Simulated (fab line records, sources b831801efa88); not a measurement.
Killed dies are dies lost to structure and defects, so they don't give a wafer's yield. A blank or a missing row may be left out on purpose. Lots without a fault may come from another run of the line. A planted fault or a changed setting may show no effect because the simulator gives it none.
Which tool did it? | flow gf180mcu | 13 lots, 39 wafers sampled, at 3 steps of a route of 602

WHAT THE GAUGES READ, wafer by wafer
GF_V2_THK_MEAS_01. Usual: V2_CVD_00_THK 599 nm, standard deviation 6.4.
lot  | measured     | on            | V2_CVD_00_THK (nm) | flag
L181 | day 19 03:43 | film_metro-03 | 594 592 603        |
L182 | day 19 15:42 | film_metro-02 | 594 601 599        |
L186 | day 21 03:57 | film_metro-02 | 601 599 599        |
L191 | day 23 09:08 | film_metro-02 | 595 594 603        |
L193 | day 23 21:56 | film_metro-02 | 593 599 599        |
L192 | day 23 22:04 | film_metro-03 | 608 605 599        |
L195 | day 24 14:52 | film_metro-01 | 607 595 597        |
L197 | day 25 00:37 | film_metro-02 | 602 598 604        |
L196 | day 25 02:59 | film_metro-02 | 607 597 597        |
L199 | day 25 15:28 | film_metro-02 | 601 607 598        |
L201 | day 26 08:43 | film_metro-03 | 590 601 602        |
L202 | day 26 13:14 | film_metro-01 | 601 588 600        |
L204 | day 27 04:48 | film_metro-01 | 590 595 584        |

GF_V2_THK_MEAS_25: measures by xrf. Usual: V2_W_THK 362 nm, standard deviation 7.8.
lot  | measured     | on            | V2_W_THK (nm) | flag
L181 | day 20 06:13 | film_metro-03 | 370 371 369   |
L182 | day 20 17:07 | film_metro-03 | 376 375 375   |
L186 | day 22 05:02 | film_metro-03 | 368 367 367   |
L191 | day 24 09:26 | film_metro-01 | 372 368 364   |
L193 | day 24 21:10 | film_metro-01 | 365 361 370   |
L192 | day 24 21:40 | film_metro-02 | 351 362 358   |
L195 | day 25 14:14 | film_metro-02 | 361 350 360   |
L197 | day 26 00:01 | film_metro-02 | 363 372 369   |
L196 | day 26 02:13 | film_metro-01 | 350 357 355   |
L199 | day 26 13:53 | film_metro-01 | 349 358 354   |
L201 | day 27 07:33 | film_metro-01 | 357 349 352   |
L202 | day 27 11:40 | film_metro-03 | 364 368 365   |
L204 | day 28 02:28 | film_metro-03 | 357 364 361   |

WHICH TOOL RAN EACH LOT (tool, then ch and the chambers of the sampled wafers, then the start)
lot  | GF_V1_SPUTTER_21
L181 | pvd_sputter-01, day 18 01:29
L182 | pvd_sputter-03, day 18 12:43
L186 | pvd_sputter-01, day 20 02:13
L191 | pvd_sputter-03, day 22 08:53
L193 | pvd_sputter-02, day 22 21:08
L192 | pvd_sputter-01, day 22 21:34
L195 | pvd_sputter-01, day 23 15:04
L197 | pvd_sputter-02, day 24 01:00
L196 | pvd_sputter-01, day 24 02:56
L199 | pvd_sputter-02, day 24 16:16
L201 | pvd_sputter-03, day 25 09:56
L202 | pvd_sputter-02, day 25 14:58
L204 | pvd_sputter-03, day 26 06:45
- GF_V1_SPUTTER_21: material Ti, target thk 15 nm, time 80.02 s.

WHAT THE TOOLS THEMSELVES READ (means of the sampled wafers that have a number; where no wafer has one, the mark that the record gives instead)
GF_V1_SPUTTER_21. Usual: cathode_dc_power_W 2500.0 W, standard deviation 0.44; throttle_valve_pct 29.7 %, standard deviation 0.99.
lot  | tool           | cathode_dc_power_W (W) | throttle_valve_pct (%) | flag
L181 | pvd_sputter-01 | 2499.7                 | 30.3                   |
L182 | pvd_sputter-03 | 2500.2                 | 29.5                   |
L186 | pvd_sputter-01 | 2500.3                 | 29.7                   |
L191 | pvd_sputter-03 | 2499.9                 | 31.3                   |
L193 | pvd_sputter-02 | 2500.2                 | 29.6                   |
L192 | pvd_sputter-01 | 2500.3                 | 29.5                   |
L195 | pvd_sputter-01 | 2500.4                 | 30.4                   |
L197 | pvd_sputter-02 | 2499.7                 | 29.2                   |
L196 | pvd_sputter-01 | 2500.1                 | 29.5                   |
L199 | pvd_sputter-02 | 2499.9                 | 29.5                   |
L201 | pvd_sputter-03 | 2500.3                 | 29.1                   |
L202 | pvd_sputter-02 | 2500.0                 | 29.1                   |
L204 | pvd_sputter-03 | 2500.4                 | 29.1                   |

THE ANSWER, worked out from the rows above alone
Rule: a lot is off if the mean of its wafers that have a number lies more than 3 standard deviations from the usual mean. A lot without any number at a reading at which 4 lots or more have one is off too. The other lots that the step has rows for count as sound. The gauges are gone through in route order, then the tools' own readings, and for those a lot's mean is taken as printed above. The first step at which some lot is off is used, and at that step the reading that is off furthest; a lot without a number counts as furthest.
No lot is off at any reading shown: from this, nothing can be told.

WHAT THE SIMULATOR HAD PUT IN
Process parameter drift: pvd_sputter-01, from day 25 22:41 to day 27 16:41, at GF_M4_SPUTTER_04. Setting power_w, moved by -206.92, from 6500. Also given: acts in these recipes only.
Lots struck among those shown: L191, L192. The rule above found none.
